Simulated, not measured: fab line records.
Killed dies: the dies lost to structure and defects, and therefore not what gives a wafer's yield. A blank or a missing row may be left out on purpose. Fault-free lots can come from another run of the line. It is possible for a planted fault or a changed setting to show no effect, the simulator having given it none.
A lot that was struck, set against a sound lot	flow sky130	21 steps out of a route of 708
Sound: these wafers, L759.2, L759.3, L759.6. Struck: wafers L751.1, L751.4, L751.5. The cause is given at the end.
Order at every step that has rows: each side's tool, ch and its chambers, its first start. Under that, the readings that differ: sound wafers	struck wafers	difference of the means	sigmas: that difference in standard deviations of wafers without a fault.
alike: same words and numbers on both sides, and readings whose means sit less than 2 such deviations apart. not compared: any withheld reading, any reading some wafer has no value for, any bound like >300 that may hide the same value, and any number with overlapping values for which the record gives no deviation.
A row with sigmas, a row that says differs or no value, or rows on one side alone: a step with any of these is where the two part. Non-overlapping numbers with no deviation appear without sigmas and do not part them. A reading that every wafer of one side lacks parts them only if that side has two wafers or more.

SKY_POLY_GATE_THK_MEAS_21:
  sound: film metro-04 at day 24 00:23; struck: film metro-03 at day 21 07:10
  alike: POLY_GATE_OXIDATION_THK
SKY_POLY_GATE_CD_MEAS_22:
  sound: cd sem-01 at day 24 00:28; struck: cd sem-02 at day 21 07:14
  alike: cd nm
then, 7 steps without rows for these wafers: SKY_LDD_N_DEHYDRATE_00 (time 60 s); SKY_LDD_N_HMDS_01 (prime time 60 s); SKY_LDD_N_COAT_02 (resist thk 300 nm); SKY_LDD_N_SOFTBAKE_03 (time 60 s); SKY_LDD_N_EXPOSE_04 (exposes mask NTM, target cd 840 nm); SKY_LDD_N_PEB_05; SKY_LDD_N_DEVELOP_06 (develop time 60 s).
SKY_LDD_N_OVL_MEAS_07:
  sound: overlay-02 at day 25 06:07; struck: overlay-02 at day 22 13:17
reading	sound	struck	difference	sigmas
LDD_N_OVL (nm)	-2.2 0.2 1.0	3.1 4.9 3.6	+4.2	+2
then, 2 steps without rows for these wafers: SKY_LDD_N_IMPLANT_08; SKY_LDD_N_IMPLANT_09.
SKY_LDD_N_IMPLANT_10:
  sound on implanter-04 ch 0, day 25 06:29; struck on implanter-04 ch 0, day 22 13:56
  alike: end station pressure torr
then, 5 steps without rows for these wafers: SKY_LDD_N_IMPLANT_11; SKY_LDD_N_IMPLANT_12; SKY_LDD_N_IMPLANT_13; SKY_LDD_N_IMPLANT_14; SKY_LDD_N_IMPLANT_15.
SKY_LDD_N_STRIP_16: strips in O2/N2.
  sound on plasma asher-01 ch 0,1, day 25 07:21; struck on plasma asher-01 ch 1, day 22 14:50
reading	sound	struck	difference	sigmas
strip time to endpoint s (s)	4.308 4.305 4.308	4.503 4.514 4.502	+0.199	+14
  alike: drypump motor current A, oes product au
  not compared: rf hours counter h
SKY_LDD_N_TW_MEAS_17:
  sound: film metro-01 at day 25 07:28; struck: film metro-03 at day 22 14:56
reading	sound	struck	difference	sigmas
LDD_N_TW	2545 2558 2548	2694 2726 2703	+157	+6
then, 1 step without rows for these wafers: SKY_LDD_P_DEHYDRATE_00 (time 60 s).

== WHERE THEY PART ==
At SKY_LDD_N_OVL_MEAS_07 first; at SKY_LDD_N_TW_MEAS_17 last (within this record only).

WHY: whatever the simulator had introduced
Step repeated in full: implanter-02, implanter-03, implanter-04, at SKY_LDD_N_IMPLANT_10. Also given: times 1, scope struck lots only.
